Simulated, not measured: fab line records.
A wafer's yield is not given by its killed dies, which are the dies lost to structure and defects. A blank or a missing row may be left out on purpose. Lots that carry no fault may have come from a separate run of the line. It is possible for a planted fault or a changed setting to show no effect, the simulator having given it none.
Code-filled problem report in 8D (eight disciplines) form + flow sky130 + the parts of the form that need people (team, actions taken, sign-off) are left out

## 1. WHAT WENT WRONG
beam-energy-keV at SKY_RES_XHIGH_IMPLANT_07 reads a mean of 21.034 on 6 wafers of 2 lots; wafers without a fault read 20.001 with a standard deviation of 0.0061. So: +99 or more standard deviations from the usual mean.
First seen on wafer L368.1, day 30 14:16, on implanter-04. The record holds 36 wafers of 12 lots with a number at this step. Rule for "out" (also "out of limits"): further than 4 standard deviations from the usual mean. Any other wafer with a number is counted as sound.

## 2. WHAT IT IS, WHAT IT ISN'T
| question                    | is                     | is not                                                                                 |
|-----------------------------|------------------------|----------------------------------------------------------------------------------------|
| which readings at this step | beam-energy-keV        | dose-ions-cm2                                                                          |
| which lots                  | L368, L370             | L358, L361, L362, L363, L366, L367, L378, L379, L380, L381                             |
| which wafers of those lots  | all that have a number | -                                                                                      |
| read on which tools         | implanter-04           | implanter-02, implanter-03                                                             |
| when                        | from day 30 14:16      | up to then (18 sound wafers); but 12 sound wafers of L378, L379, L380, L381 came after |

## 3. THE SUSPECTS, EACH WITH WHAT RULES IT OUT
Counting: a tool stays on the suspect list if, at a process step up to the reading, it processed all lots that are out and no sound lot following the first of them.
- plasma-asher-03 at SKY_LDD_HVP_STRIP_09 (strips in O2/N2): ruled out as a lasting fault. After its first lot that is out, L368 (day 25 12:44), sound lots L379 ran on it.
- implanter-04 at SKY_RES_XHIGH_IMPLANT_07: ruled out as a lasting fault. After its first lot that is out, L368 (day 30 14:16), sound lots L378, L380 ran on it.
Left after counting: nothing in the record.

## 4. THE CAUSE (what the simulator had put in)
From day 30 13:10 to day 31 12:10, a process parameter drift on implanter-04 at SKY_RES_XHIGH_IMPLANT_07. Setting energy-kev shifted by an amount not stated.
Counting ruled it out, wrongly.

## 5. THE EFFECT CHAIN, in route order
Rows list readings where the struck wafers' mean (over those with a number) sits beyond 3 standard deviations from the usual. Scope: only readings with a usual standard deviation given in the record; hours: median across lots of the time from each lot's start at the first step in this table that gives one to its start at this step; sigmas: change in usual standard deviations.
| hours | step                     | reading            | usual  | on struck wafers | change | sigmas      |
|-------|--------------------------|--------------------|--------|------------------|--------|-------------|
| 0     | SKY_RES_XHIGH_IMPLANT_07 | beam-energy-keV    | 20.001 | 21.034           | +1.033 | +99 or more |
| 0     | SKY_RES_XHIGH_IMPLANT_07 | faraday-current-uA | 550    | 595              | +45    | +3.0        |
It contains these process steps:
- SKY_RES_XHIGH_IMPLANT_07

## 6. HOW IT WOULD HAVE BEEN CAUGHT EARLIER
In this record the first reading out of limits was taken at day 30 14:16, 1 hour after the fault began at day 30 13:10.
